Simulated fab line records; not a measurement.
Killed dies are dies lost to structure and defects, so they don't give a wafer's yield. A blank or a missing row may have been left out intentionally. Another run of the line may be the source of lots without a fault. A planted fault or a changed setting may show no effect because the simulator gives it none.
fab line records | flow sky130
record: lots: 5 wafers: 15 last-day: 49
route steps=708 shown VIA1@465 METAL2@483 PAD_OPEN@708
lots untouched by any fault: they come from a run of this same line in which no faults occurred
start-h: start of the lot's first displayed wafer, in hours after the record's first day | wait-h: hours elapsed since this lot's preceding step | " as in the row above | L1.1+2: a row that stands for several wafers | - no value present, or no start provided | * or withheld: withheld | < > ~ a bound
route shown NAME@n: a module of which the file shows steps, and the number in the route of the first | usual: mean/standard deviation of fault-free wafers | same: alike in all rows | chamber/n: place in a boat | sites: per-site readings | _std_site: their standard deviation | _edge_site: mean of outer sites minus mean of inner sites | radius-mm: how far each site lies from the wafer's centre | mask NAME#n: copy n | behind: tool/chamber where the wafer was last shaped | hold: why the lot was held/for how many hours/how that ended | device: names the non-switching transistor (n, p or np) | end of line: the route-end tests of the same wafers | step lacking rows: just its recipe | killed: not the wafer's yield, but the dies lost to structure and defects at the first sort | map: per-die view of a wafer (x killed, . not killed, _ where there is no die)
set.NAME: the setting the step ran with; set.NAME@STEP: the setting that earlier step ran with | model.NAME: the simulator's own value behind a step, which no gauge read
certain route steps with their lots: each step a table, each wafer a row
services: from which hour (start-h, from the record's first day; less than 0 if before it) a tool's chamber was out of use, for how many hours, and why
== steps ==
step: SKY_VIA1_COAT_07
recipe: resist: KrF-thick spin-rpm: 3000 resist-thk-nm: 450
step: SKY_VIA1_SOFTBAKE_08
recipe: temp-c: 100 time-s: 90 resist: KrF-thick
step: SKY_VIA1_EXPOSE_09
recipe: mask-id: VIM na: 0.8 source-shape: annular sigma-inner: 0.55 sigma-outer: 0.85 target-cd-nm: 150 dose-mj: 38
step: SKY_VIA1_PEB_10
recipe: peb-temp-c: withheld peb-time-s: withheld resist: KrF-thick
step: SKY_VIA1_DEVELOP_11
recipe: develop-time-s: 60 resist: KrF-thick dev-temp-c: 21
step: SKY_VIA1_CD_MEAS_12
recipe: target-cd-nm: 150
usual: cd-nm: 149.8/1.6
columns lot.wafer tool chamber start-h wait-h cd-nm
L810.1 cd-sem-01 - 828.25 - 150.1
L810.4 " - " " 152.8
L810.6 " - " " 151.4
L811.1 cd-sem-02 - 830.04 - 152.1
L811.3 " - " " 151.6
L811.6 " - " " 150.3
L820.1 cd-sem-02 - 890.95 - 149.2
L820.2 " - " " 149.6
L820.4 " - " " 148.4
L823.2 cd-sem-02 - 908.22 - 148.9
L823.3 " - " " 151.0
L823.6 " - " " 149.3
L826.3 cd-sem-01 - 930.33 - 150.7
L826.5 " - " " 149.7
L826.6 " - " " 150.0
step: SKY_VIA1_OVL_MEAS_13
usual: VIA1_OVL: 1/5
columns lot.wafer tool chamber start-h wait-h VIA1_OVL[nm]
L810.1 overlay-01 - 828.37 0.1 -6
L810.4 " - " " -3
L810.6 " - " " -2
L811.1 overlay-01 - 830.16 0.1 3
L811.3 " - " " -2
L811.6 " - " " -4
L820.1 overlay-01 - 891.07 0.1 -6
L820.2 " - " " 0
L820.4 " - " " -2
L823.2 overlay-01 - 908.33 0.1 9
L823.3 " - " " 5
L823.6 " - " " 11
L826.3 overlay-02 - 930.43 0.1 3
L826.5 " - " " 8
L826.6 " - " " 2
step: SKY_VIA1_ETCH_14
recipe: chemistry: N2/H2 target: BARC ion-energy-ev: 200 source-w: 500 bias-w: 100 pressure-mtorr: 30 n2-flow-sccm: 100 h2-flow-sccm: 200 stop-on: SiO2 time-s: 45.9 target-depth-a: 600
usual: drypump-motor-current-A: 5.9/0.4 n2-flow-sccm: 100.0/0.32 oes-product-au: 0.856/0.0042 throttle-valve-pct: 13.226/0.009
columns lot.wafer tool chamber start-h wait-h drypump-motor-current-A n2-flow-sccm oes-product-au rf-hours-counter-h throttle-valve-pct
L810.1 rie-diel-03 0 828.41 0.0 6.5 99.4 0.861 22 13.243
L810.4 " 3 " " 6.2 100.4 0.853 7 13.226
L810.6 " 0 " " 6.5 99.7 0.851 - 13.235
L811.1 rie-diel-02 0 830.20 0.0 5.3 100.1 0.855 9 13.230
L811.3 " 1 " " 6.2 100.0 0.858 4 13.217
L811.6 " 2 " " 5.5 100.0 0.860 - 13.222
L820.1 rie-diel-02 3 891.11 0.0 5.5 99.7 0.857 3 13.235
L820.2 " 0 " " 5.3 100.0 0.858 10 13.229
L820.4 " 2 " " 5.5 99.5 0.855 3 13.225
L823.2 rie-diel-02 0 908.36 0.0 5.3 99.8 0.850 11 13.226
L823.3 " 3 " " 5.5 99.5 0.855 3 13.228
L823.6 " 1 " " 6.2 100.6 0.852 - 13.236
L826.3 rie-diel-03 1 930.45 0.0 6.3 99.6 0.862 20 13.216
L826.5 " 3 " " 6.2 100.2 0.853 - 13.218
L826.6 " 0 " " 6.5 100.2 0.858 - 13.222
step: SKY_VIA1_ETCH_15
recipe: target: SiO2 chemistry: C4F8/O2/Ar target-depth-nm: 351 stop-on: TiN mask-material: KrF-thick source-w: 1500 bias-w: 1200 pressure-mtorr: 40 c4f8-flow-sccm: withheld O2_flow_sccm: 6 Ar_flow_sccm: 300 time-s: 54
usual: oes-product-au: 0.982/0.0054
columns lot.wafer tool chamber start-h wait-h oes-product-au rf-hours-counter-h
L810.1 rie-diel-03 0 828.45 0.0 0.984 22
L810.4 " 3 " " 0.980 7
L810.6 " 0 " " 0.976 -
L811.1 rie-diel-02 0 830.24 0.0 0.988 9
L811.3 " 1 " " 0.977 4
L811.6 " 2 " " 0.990 -
L820.1 rie-diel-02 3 891.15 0.0 0.979 3
L820.2 " 0 " " 0.984 10
L820.4 " 2 " " 0.989 3
L823.2 rie-diel-02 0 908.40 0.0 0.985 11
L823.3 " 3 " " 0.983 3
L823.6 " 1 " " 0.986 -
L826.3 rie-diel-03 1 930.49 0.0 0.991 20
L826.5 " 3 " " 0.991 -
L826.6 " 0 " " 0.979 -
step: SKY_VIA1_STRIP_16
recipe: chemistry: O2/N2 power-w: 1400 pressure-mtorr: 1500 platen-temp-c: withheld o2-flow-sccm: 3000 n2-flow-sccm: 300 overash-fraction: 0.5
usual: drypump-motor-current-A: 5.50/0.23 n2-flow-sccm: 300.0/0.9 oes-product-au: 0.415/0.0048 strip-time-to-endpoint-s: 4.464/0.022
columns lot.wafer tool chamber start-h wait-h drypump-motor-current-A n2-flow-sccm oes-product-au rf-hours-counter-h strip-time-to-endpoint-s
L810.1 plasma-asher-02 1 828.49 0.0 5.04 299.5 0.410 95 4.476
L810.4 " 0 " " 5.67 301.7 0.416 - 4.467
L810.6 " 1 " " 5.08 297.4 0.414 - 4.481
L811.1 plasma-asher-01 0 830.29 0.0 5.23 299.0 0.418 9 4.472
L811.3 " 1 " " 5.71 300.5 0.416 - 4.461
L811.6 " 1 " " 5.67 299.5 0.417 - 4.455
L820.1 plasma-asher-01 1 891.20 0.0 5.69 298.9 0.417 15 4.516
L820.2 " 0 " " 5.24 299.8 0.410 15 4.478
L820.4 " 1 " " 5.68 298.7 0.419 - 4.480
L823.2 plasma-asher-01 0 908.45 0.0 5.22 297.9 0.413 17 4.450
L823.3 " 1 " " 5.70 299.0 0.421 - 4.448
L823.6 " 1 " " 5.67 297.9 0.410 - 4.466
L826.3 plasma-asher-01 0 930.57 0.1 5.24 299.1 0.416 - 4.464
L826.5 " 1 " " 5.71 298.9 0.420 - 4.488
L826.6 " 0 " " 5.23 300.1 0.423 - 4.490
step: SKY_VIA1_STRIP_17
recipe: chemistry: post-etch-residue-remover time-s: 1200 temp-c: 72.5
step: SKY_VIA1_CLEAN_18
recipe: chemistry: IPA time-s: 180 temp-c: 25
step: SKY_VIA1_CLEAN_19
recipe: chemistry: O3/DIW dry: n2-spin
columns lot.wafer tool chamber start-h wait-h
L810.1+4+6 wet-bench-03 2 828.99 0.0
L811.1+3+6 wet-bench-03 0 830.79 0.0
L820.1+2+4 wet-bench-01 1 891.70 0.0
L823.2+3+6 wet-bench-01 0 909.29 0.0
L826.3+5+6 wet-bench-03 0 931.10 0.0
step: SKY_VIA1_SPUTTER_20
recipe: material: TiN target-thk-nm: 20 chamber-pressure-pa: 4.909 power-w: 4000 time-s: 80
step: SKY_VIA1_CVD_21
recipe: material: W target-thk-nm: 270 time-s: 80.902 temp-c: 400 pressure-torr: 40
usual: chamber-pressure-Torr: 40.01/0.091 heater-power-outer-w: 510/27 heater-power-w: 835/43
columns lot.wafer tool chamber start-h wait-h chamber-pressure-Torr heater-power-outer-w heater-power-w
L810.1 cvd-w-01 1 829.15 0.0 40.04 485 791
L810.4 " 1 " " 40.11 483 794
L810.6 " 1 " " 40.14 475 795
L811.1 cvd-w-02 1 830.94 0.0 39.86 514 819
L811.3 " 0 " " 39.91 544 879
L811.6 " 1 " " 39.88 509 820
L820.1 cvd-w-02 0 891.85 0.0 40.24 532 892
L820.2 " 1 " " 39.97 512 807
L820.4 " 1 " " 40.07 523 814
L823.2 cvd-w-01 1 909.65 0.1 39.96 489 797
L823.3 " 0 " " 40.05 536 863
L823.6 " 0 " " 40.06 544 884
L826.3 cvd-w-02 1 931.29 0.1 40.04 508 787
L826.5 " 1 " " 40.04 503 794
L826.6 " 0 " " 40.08 488 839
step: SKY_VIA1_RS_MEAS_22
recipe: thk-meas-gauge: four-point-probe reads: W_of_VIA1_CVD_21+TiN_of_VIA1_SPUTTER_20
usual: VIA1_W_RS: 0.425/0.0079
columns lot.wafer tool chamber start-h wait-h VIA1_W_RS[ohm/sq]
L810.1 film-metro-03 - 829.24 0.1 0.431
L810.4 " - " " 0.425
L810.6 " - " " 0.427
L811.1 film-metro-04 - 831.03 0.1 0.412
L811.3 " - " " 0.435
L811.6 " - " " 0.411
L820.1 film-metro-04 - 891.94 0.1 0.423
L820.2 " - " " 0.403
L820.4 " - " " 0.409
L823.2 film-metro-04 - 909.76 0.1 0.422
L823.3 " - " " 0.432
L823.6 " - " " 0.432
L826.3 film-metro-04 - 931.39 0.1 0.407
L826.5 " - " " 0.405
L826.6 " - " " 0.429
step: SKY_VIA1_THK_MEAS_23
recipe: thk-meas-gauge: xrf reads: W_of_VIA1_CVD_21
usual: VIA1_W_THK: 275/5.3
columns lot.wafer tool chamber start-h wait-h VIA1_W_THK[nm]
L810.1 film-metro-03 - 829.36 0.1 273
L810.4 " - " " 276
L810.6 " - " " 276
L811.1 film-metro-04 - 831.15 0.1 285
L811.3 " - " " 268
L811.6 " - " " 285
L820.1 film-metro-04 - 892.06 0.1 277
L820.2 " - " " 290
L820.4 " - " " 284
L823.2 film-metro-04 - 909.87 0.1 274
L823.3 " - " " 270
L823.6 " - " " 271
L826.3 film-metro-04 - 931.49 0.1 288
L826.5 " - " " 289
L826.6 " - " " 273
step: SKY_VIA1_CMP_24
recipe: stop-on: SiO2 t-overpolish-s: 15 down-force-psi: 3.5 platen-rpm: 60 target-thk-nm: 0 pad-velocity-m-s: 0.94248
step: SKY_METAL2_SPUTTER_00
recipe: material: Ti target-thk-nm: 15 power-w: 3000 time-s: 10 chamber-pressure-pa: 0.4
step: SKY_METAL2_SPUTTER_01
recipe: material: TiN target-thk-nm: 20 power-w: 6500 time-s: 16.7 chamber-pressure-pa: 0.4
step: SKY_METAL2_SPUTTER_02
recipe: material: AlCu target-thk-nm: 250 power-w: 10600 time-s: 13.3 chamber-pressure-pa: 0.4
step: SKY_METAL2_SPUTTER_03
recipe: material: Ti target-thk-nm: 5 power-w: 3000 time-s: 3.3 chamber-pressure-pa: 0.4
step: SKY_METAL2_SPUTTER_04
recipe: material: TiN target-thk-nm: 70 power-w: 6500 time-s: 58.3 chamber-pressure-pa: 0.4
step: SKY_METAL2_RS_MEAS_05
recipe: thk-meas-gauge: four-point-probe reads: TiN_of_METAL2_SPUTTER_04+Ti_of_METAL2_SPUTTER_03+AlCu_of_METAL2_SPUTTER_02+TiN_of_METAL2_SPUTTER_01+Ti_of_METAL2_SPUTTER_00
usual: METAL2_ALCU_RS: 0.1269/0.0017
columns lot.wafer tool chamber start-h wait-h METAL2_ALCU_RS[ohm/sq]
L810.1 film-metro-03 - 829.96 0.0 0.1283
L810.4 " - " " 0.1278
L810.6 " - " " 0.1251
L811.1 film-metro-03 - 831.65 0.0 0.1288
L811.3 " - " " 0.1260
L811.6 " - " " 0.1264
L820.1 film-metro-02 - 892.56 0.0 0.1274
L820.2 " - " " 0.1275
L820.4 " - " " 0.1296
L823.2 film-metro-01 - 910.39 0.0 0.1292
L823.3 " - " " 0.1296
L823.6 " - " " 0.1304
L826.3 film-metro-02 - 932.01 0.1 0.1257
L826.5 " - " " 0.1256
L826.6 " - " " 0.1253
step: SKY_METAL2_THK_MEAS_06
recipe: thk-meas-gauge: xrf reads: AlCu_of_METAL2_SPUTTER_02
usual: METAL2_ALCU_THK: 252/3.4
columns lot.wafer tool chamber start-h wait-h METAL2_ALCU_THK[nm]
L810.1 film-metro-03 - 830.08 0.1 253
L810.4 " - " " 254
L810.6 " - " " 257
L811.1 film-metro-03 - 831.77 0.1 253
L811.3 " - " " 257
L811.6 " - " " 255
L820.1 film-metro-02 - 892.68 0.1 251
L820.2 " - " " 252
L820.4 " - " " 248
L823.2 film-metro-01 - 910.50 0.1 248
L823.3 " - " " 250
L823.6 " - " " 245
L826.3 film-metro-02 - 932.11 0.1 255
L826.5 " - " " 255
L826.6 " - " " 255
step: SKY_METAL2_DEHYDRATE_07
recipe: temp-c: 200 time-s: 60
step: SKY_METAL2_HMDS_08
recipe: prime-time-s: 60 prime-temp-c: 120
step: SKY_METAL2_COAT_09
recipe: resist: BARC temp-c: withheld time-s: withheld spin-rpm: 3000 resist-thk-nm: 60
step: SKY_METAL2_COAT_10
recipe: resist: KrF-thick spin-rpm: 3000 resist-thk-nm: 450
step: SKY_METAL2_SOFTBAKE_11
recipe: temp-c: 101 time-s: 90 resist: KrF-thick
step: SKY_METAL2_EXPOSE_12
recipe: mask-id: MM2 na: 0.8 source-shape: annular sigma-inner: 0.55 sigma-outer: 0.85 target-cd-nm: 140 dose-mj: 28
step: SKY_METAL2_PEB_13
recipe: peb-temp-c: withheld peb-time-s: withheld resist: KrF-thick
step: SKY_METAL2_DEVELOP_14
recipe: develop-time-s: 60 resist: KrF-thick dev-temp-c: 21
step: SKY_METAL2_CD_MEAS_15
recipe: target-cd-nm: 140
usual: cd-nm: 140.7/1.4
columns lot.wafer tool chamber start-h wait-h cd-nm
L810.1 cd-sem-01 - 856.89 - 141.0
L810.4 " - " " 140.2
L810.6 " - " " 140.3
L811.1 cd-sem-02 - 858.40 - 138.6
L811.3 " - " " 138.4
L811.6 " - " " 137.6
L820.1 cd-sem-02 - 916.95 - 141.6
L820.2 " - " " 141.0
L820.4 " - " " 141.4
L823.2 cd-sem-01 - 935.08 - 140.4
L823.3 " - " " 139.8
L823.6 " - " " 141.3
L826.3 cd-sem-01 - 957.01 - 142.4
L826.5 " - " " 140.7
L826.6 " - " " 141.1
step: SKY_METAL2_OVL_MEAS_16
usual: METAL2_OVL: -4/6.2
columns lot.wafer tool chamber start-h wait-h METAL2_OVL[nm]
L810.1 overlay-01 - 857.01 0.1 3
L810.4 " - " " -5
L810.6 " - " " 1
L811.1 overlay-01 - 858.52 0.1 -7
L811.3 " - " " -1
L811.6 " - " " 5
L820.1 overlay-02 - 917.07 0.1 -4
L820.2 " - " " 2
L820.4 " - " " 1
L823.2 overlay-01 - 935.19 0.1 -6
L823.3 " - " " 3
L823.6 " - " " -10
L826.3 overlay-01 - 957.10 0.1 -8
L826.5 " - " " -2
L826.6 " - " " 1
step: SKY_METAL2_DESCUM_17
recipe: chemistry: O2 source-power-w: 150 bias-power-w: 0 pressure-mtorr: 10 temp-c: 40 time-s: 8
step: SKY_METAL2_ETCH_18
recipe: chemistry: N2/H2 target: BARC ion-energy-ev: 200 bias-w: 100 pressure-mtorr: 30 n2-flow-sccm: 100 h2-flow-sccm: 200 icp-w: 500 stop-on: SiO2 time-s: 45.9 target-depth-a: 600
step: SKY_METAL2_METAL_ETCH_19
recipe: target-depth-a: 3600 stop-on: SiO2 over-etch-frac: 0.3 time-s: 78 chemistry: Cl2/BCl3 resist-sidewall-deg: 88 pressure-mtorr: 10 icp-w: 900 bias-w: 48.5 Cl2_flow_sccm: 60 bcl3-flow-sccm: 30
usual: bcl3-flow-sccm: 29.99/0.092 drypump-motor-current-A: 5.9/0.36 he-backside-leak-sccm: 3.45/0.18 oes-product-au: 0.854/0.0061 throttle-valve-pct: 22.263/0.0087
columns lot.wafer tool chamber start-h wait-h bcl3-flow-sccm drypump-motor-current-A he-backside-leak-sccm oes-product-au rf-hours-counter-h throttle-valve-pct
L810.1 rie-metal-02 0 857.30 0.1 30.01 6.3 3.51 0.861 2 22.263
L810.4 " 0 " " 29.90 6.3 3.41 0.860 - 22.280
L810.6 " 0 " " 29.92 6.3 3.48 0.862 - 22.256
L811.1 rie-metal-01 1 858.75 0.1 30.07 6.0 3.46 0.852 9 22.271
L811.3 " 1 " " 30.12 6.0 3.55 0.852 - 22.253
L811.6 " 1 " " 30.10 6.0 3.38 0.860 - 22.270
L820.1 rie-metal-02 0 917.20 0.0 29.90 6.3 3.48 0.855 5 22.269
L820.2 " 1 " " 30.10 5.6 3.25 0.853 16 22.269
L820.4 " 1 " " 30.00 5.6 3.19 0.847 - 22.263
L823.2 rie-metal-01 1 935.32 0.0 29.90 6.0 4.62 0.849 13 22.264
L823.3 " 1 " " 29.86 6.0 3.68 0.850 - 22.269
L823.6 " 1 " " 29.82 6.0 3.56 0.847 - 22.284
L826.3 rie-metal-02 0 957.25 0.1 30.10 6.3 3.50 0.848 - 22.268
L826.5 " 0 " " 29.93 6.3 3.45 0.853 - 22.263
L826.6 " 1 " " 30.09 5.6 3.09 0.854 - 22.258
step: SKY_METAL2_STRIP_20
recipe: chemistry: O2/N2 power-w: 1400 pressure-mtorr: 1500 platen-temp-c: withheld o2-flow-sccm: 3000 n2-flow-sccm: 300 overash-fraction: 0.5
step: SKY_METAL2_STRIP_21
recipe: chemistry: post-etch-residue-remover time-s: 1200 temp-c: 72.5
step: SKY_METAL2_CLEAN_22
recipe: chemistry: IPA time-s: 180 temp-c: 25
step: SKY_METAL2_CLEAN_23
recipe: chemistry: O3/DIW dry: n2-spin
step: SKY_PAD_OPEN_PROBE_99
usual: defect-limited-yield: 82.1/1.9 killed_at_M0_to_M3: 44/6.6 killed_at_M4_up: 3.0/1.9 killed-at-contacts: 24/5.1 killed-at-front-end: 16/4.6 killed-at-other: 0.3/0.59 killed-dies: 88/9.5 killed-on-rim: 17/3.7 killed-open: 48/6.7 killed-short: 40/6.1 sort_bin_3_pad_short: 0.9/0.43 sort_bin_5_function: 10.7/1.6 sort_bin_6_memory: 6.3/1.1 sort-n-pass: 404/9.5 sort-yield-pct: 82.1/1.9
same: gross-dies: 492 killed-at-back-side: 0 sort_bin_4_leakage[%]: 0 sort_bin_8_speed[%]: 0
columns lot.wafer tool chamber start-h wait-h defect-limited-yield[%] killed_at_M0_to_M3 killed_at_M4_up killed-at-contacts killed-at-front-end killed-at-other killed-dies killed-on-rim killed-open killed-short sort_bin_3_pad_short[%] sort_bin_5_function[%] sort_bin_6_memory[%] sort-n-pass sort-yield-pct[%] model.etest.tester.sort-n-pass model.etest.tester.sort-yield-pct model.etest.tester.sort_bin_5_pct model.etest.tester.sort_bin_3_pct
L810.1 prober-01 - 1108.41 0.1 80.9 51 3 26 13 1 94 19 44 48 1.0 10.8 7.3 398 80.9 398 80.89 10.77 1.016
L810.4 prober-01 - 1108.56 0.2 81.9 41 3 21 23 1 89 20 43 45 1.0 10.2 6.9 403 81.9 403 81.91 10.16 1.016
L810.6 prober-01 - 1108.66 0.2 81.9 51 1 27 9 1 89 20 51 38 1.0 9.8 7.3 403 81.9 403 81.91 9.756 1.016
L811.1 prober-02 - 1109.91 0.1 82.9 34 7 23 20 0 84 17 49 35 0.8 10.2 6.1 408 82.9 408 82.93 10.16 0.813
L811.3 prober-02 - 1110.01 0.2 84.3 37 6 20 14 0 77 10 37 40 1.0 8.1 6.5 415 84.3 415 84.35 8.13 1.016
L811.6 prober-02 - 1110.16 0.2 81.7 46 4 26 14 0 90 16 48 42 1.0 10.2 7.1 402 81.7 402 81.71 10.16 1.016
L820.1 prober-01 - 1155.15 0.1 81.9 38 10 26 15 0 89 16 40 47 1.2 12.0 4.9 403 81.9 403 81.91 11.99 1.22
L820.2 prober-01 - 1155.20 0.1 80.5 49 3 29 15 0 96 17 55 41 1.0 12.6 5.9 396 80.5 396 80.49 12.6 1.016
L820.4 prober-01 - 1155.30 0.2 81.7 49 3 24 13 1 90 19 39 48 0.6 10.4 7.3 402 81.7 402 81.71 10.37 0.6098
L823.2 prober-02 - 1167.81 0.1 84.1 36 1 14 27 0 78 12 40 37 0.8 9.8 5.3 414 84.1 414 84.15 9.756 0.813
L823.3 prober-02 - 1167.86 0.2 83.7 36 4 18 22 0 80 16 46 33 0.4 11.2 4.7 412 83.7 412 83.74 11.18 0.4065
L823.6 prober-02 - 1168.01 0.2 81.1 51 1 22 18 1 93 18 50 43 0.6 12.4 5.9 399 81.1 399 81.1 12.4 0.6098
L826.3 prober-02 - 1180.77 0.2 68.7 111 3 26 14 0 154 25 49 37 5.9 19.5 5.9 338 68.7 338 68.7 19.51 5.894
L826.5 prober-02 - 1180.87 0.2 69.3 108 5 18 20 0 151 21 44 42 4.1 20.3 6.3 341 69.3 341 69.31 20.33 4.065
L826.6 prober-02 - 1180.92 0.2 69.5 98 2 25 25 0 150 25 52 34 4.3 18.1 8.1 342 69.5 342 69.51 18.09 4.268
killed by level:class
L810.1 VIA1:geometric-particle:open=13 METAL1:geometric-particle:short=9 VIA3:geometric-particle:open=9 LI_CONTACT:geometric-particle:open=8 METAL2:geometric-particle:short=7 CONTACT:geometric-particle:open=6 LI_CONTACT:geometric-particle:short=5 CONTACT:geometric-particle:short=5
L810.4 POLY_GATE:geometric-particle:short=9 VIA1:geometric-particle:open=7 METAL2:geometric-particle:short=6 POLY_GATE:geometric-particle:open=6 VIA3:geometric-particle:open=6 CONTACT:geometric-particle:short=6 CONTACT:geometric-particle:open=6 METAL1:geometric-particle:short=6
L810.6 VIA2:geometric-particle:open=10 CONTACT:geometric-particle:open=9 LI_CONTACT:geometric-particle:open=8 VIA1:geometric-particle:open=7 CONTACT:geometric-particle:short=6 METAL2:geometric-particle:short=6 METAL1:geometric-particle:short=6 VIA1:geometric-particle:short=5
L811.1 VIA1:geometric-particle:open=12 CONTACT:geometric-particle:open=8 LI_CONTACT:geometric-particle:open=7 VIA1:geometric-particle:short=7 POLY_GATE:geometric-particle:short=5 METAL4:geometric-particle:short=5 FIELD_ISO:geometric-particle:open=4 POLY_GATE:geometric-particle:open=4
L811.3 CONTACT:geometric-particle:open=7 METAL1:geometric-particle:short=6 POLY_GATE:geometric-particle:open=5 LI_CONTACT:geometric-particle:open=5 VIA1:geometric-particle:open=5 METAL2:geometric-particle:short=5 POLY_GATE:geometric-particle:short=4 LI_CONTACT:geometric-particle:short=4
L811.6 VIA1:geometric-particle:open=13 CONTACT:geometric-particle:open=11 METAL2:geometric-particle:short=7 VIA2:geometric-particle:open=6 LOCAL_INTERCONNECT:geometric-particle:short=6 METAL1:geometric-particle:short=6 FIELD_ISO:geometric-particle:short=5 LI_CONTACT:geometric-particle:open=5
L820.1 METAL1:geometric-particle:short=8 LI_CONTACT:geometric-particle:open=8 VIA1:geometric-particle:open=8 LOCAL_INTERCONNECT:geometric-particle:short=7 METAL4:geometric-particle:short=6 CONTACT:geometric-particle:open=6 METAL2:geometric-particle:short=6 FIELD_ISO:geometric-particle:short=5
L820.2 CONTACT:geometric-particle:open=10 VIA1:geometric-particle:open=10 VIA3:geometric-particle:open=9 LOCAL_INTERCONNECT:geometric-particle:short=7 METAL2:geometric-particle:short=7 VIA2:geometric-particle:open=7 LI_CONTACT:geometric-particle:open=6 VIA2:geometric-particle:short=5
L820.4 VIA1:geometric-particle:open=11 METAL1:geometric-particle:short=9 CONTACT:geometric-particle:open=8 VIA1:geometric-particle:short=8 METAL2:geometric-particle:short=6 LI_CONTACT:geometric-particle:open=5 LOCAL_INTERCONNECT:geometric-particle:short=4 CONTACT:geometric-particle:short=4
L823.2 POLY_GATE:geometric-particle:short=8 FIELD_ISO:geometric-particle:open=7 VIA2:geometric-particle:open=7 METAL1:geometric-particle:short=6 VIA1:geometric-particle:open=6 POLY_GATE:geometric-particle:open=5 METAL2:geometric-particle:short=5 VIA3:geometric-particle:open=4
L823.3 VIA1:geometric-particle:open=12 POLY_GATE:geometric-particle:short=9 LI_CONTACT:geometric-particle:open=7 VIA2:geometric-particle:open=7 VIA3:geometric-particle:open=6 CONTACT:geometric-particle:open=6 FIELD_ISO:geometric-particle:open=5 METAL2:geometric-particle:short=5
L823.6 VIA1:geometric-particle:open=14 METAL1:geometric-particle:short=7 POLY_GATE:geometric-particle:open=6 CONTACT:geometric-particle:open=6 CONTACT:geometric-particle:short=6 METAL2:geometric-particle:short=6 VIA2:geometric-particle:short=6 POLY_GATE:geometric-particle:short=5
L826.3 VIA1:unspecified=67 CONTACT:geometric-particle:open=9 VIA1:geometric-particle:open=9 VIA2:geometric-particle:open=8 METAL1:geometric-particle:short=8 LI_CONTACT:geometric-particle:open=7 VIA3:geometric-particle:open=6 POLY_GATE:geometric-particle:short=5
L826.5 VIA1:unspecified=64 CONTACT:geometric-particle:open=9 VIA1:geometric-particle:open=7 POLY_GATE:geometric-particle:short=6 VIA2:geometric-particle:short=6 METAL1:geometric-particle:short=6 VIA3:geometric-particle:open=6 FIELD_ISO:geometric-particle:short=4
L826.6 VIA1:unspecified=64 CONTACT:geometric-particle:open=12 POLY_GATE:geometric-particle:open=8 VIA1:geometric-particle:open=8 FIELD_ISO:geometric-particle:short=6 LI_CONTACT:geometric-particle:open=6 POLY_GATE:geometric-particle:short=5 VIA2:geometric-particle:open=5
map L826.3 (x killed, . not)
__________....x..x.._________
________..........x.x._______
______.x.x.....x......xx_____
_____x..x.xx......x...x..____
____........x.....x..x....___
___.x...x..........xxx...x.__
__............x.....x.x.xx.._
_.....x.........x....x..x....
_x.........x.....x.x...x.x...
_x.x..........x..x.xxxxx.x...
_............x....xxxxxxxx.x.
_x..x........x.x.xxxxxxx.x.x.
_.......x......x.xxxxxxxxx.xx
_.x.......x.x..xxxxxxxxxxx...
_......xx..x...xxxxxxxxxxx.x.
__xx.x..x.x......xxxxxxxx.x._
___..x......x...x.xxxxx.xx.__
____.......x......x..xxx..___
_____.x......x.x.........____
______x.x...x..x.....x.._____
________x..........x.._______
__________..x......._________
map L811.6 (x killed, . not)
__________..x......._________
________........x....._______
______.x.....xx.x...x..._____
_____.xx...............x.____
____x........x...........x___
___..x.x....xx......xx.x...__
__......x......x............_
_.x.x...xx..x..x......x......
_........xx......x...x.....x.
_x....................xx.....
_.x.....xx.........x..x......
_.....x...............x.xx..x
_.......x..x........xx.x.....
_..xx.x.......x............x.
_........xx.............x....
__x.x....xx..x......x.x....._
___....xx........x.x.....x.__
____.........x....xx.x....___
_____....x....x..xxx...xx____
______.............x...._____
________....x..x.x..x._______
__________..x..x...._________
== services ==
columns tool chamber start-h hours kind
rie-diel-03 - 817.82 0.2 repair
rie-metal-02 - 823.21 28.1 pm
cvd-w-02 - 846.81 1.0 repair
rie-diel-03 0 850.67 3.9 repair
rie-metal-01 - 863.29 14.6 pm
plasma-asher-02 - 864.15 2.8 pm
cvd-w-02 - 866.91 0.7 repair
rie-metal-02 - 868.90 0.4 repair
cvd-w-02 - 871.97 3.8 pm
rie-metal-01 - 877.89 2.8 pm
wet-bench-03 - 889.59 5.2 repair
rie-diel-02 - 901.98 0.7 repair
cvd-w-01 0 902.74 6.5 repair
cvd-w-02 - 904.00 14.0 pm
cvd-w-02 0 904.00 14.0 vent-cycle
cvd-w-02 1 904.00 14.0 vent-cycle
cvd-w-02 0 918.00 - clean
cvd-w-02 1 918.00 - clean
rie-diel-03 0 926.82 2.1 repair
plasma-asher-02 - 933.20 15.6 pm
cvd-w-02 0 947.39 2.8 repair
rie-diel-02 1 951.30 4.8 repair
rie-diel-02 2 955.61 1.7 repair
rie-diel-02 3 955.70 7.2 repair
== key ==
first-sign: step: SKY_PAD_OPEN_PROBE_99 reading: killed_at_M0_to_M3 direction: up sigmas: 9.4 usual: 44 struck: 106
effect: step: SKY_PAD_OPEN_PROBE_99 reading: sort_bin_3_pad_short direction: up sigmas: 8.8 usual: 0.9 struck: 4.7
model-effect: step: SKY_PAD_OPEN_PROBE_99 value: etest.tester.sort-n-pass without: 394.7 struck: 340.3
met-at SKY_VIA1_CLEAN_19
struck-wafers L826.3,L826.5,L826.6
onset-between 830.79 931.10
also-fits time
fault: kind: chamber-particle-source tool: wet-bench-03 chamber: 0 onset-h: 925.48 steps: SKY_VIA1_CLEAN_19 rate-per-visit-cm2: 1.7477 end-h: 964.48
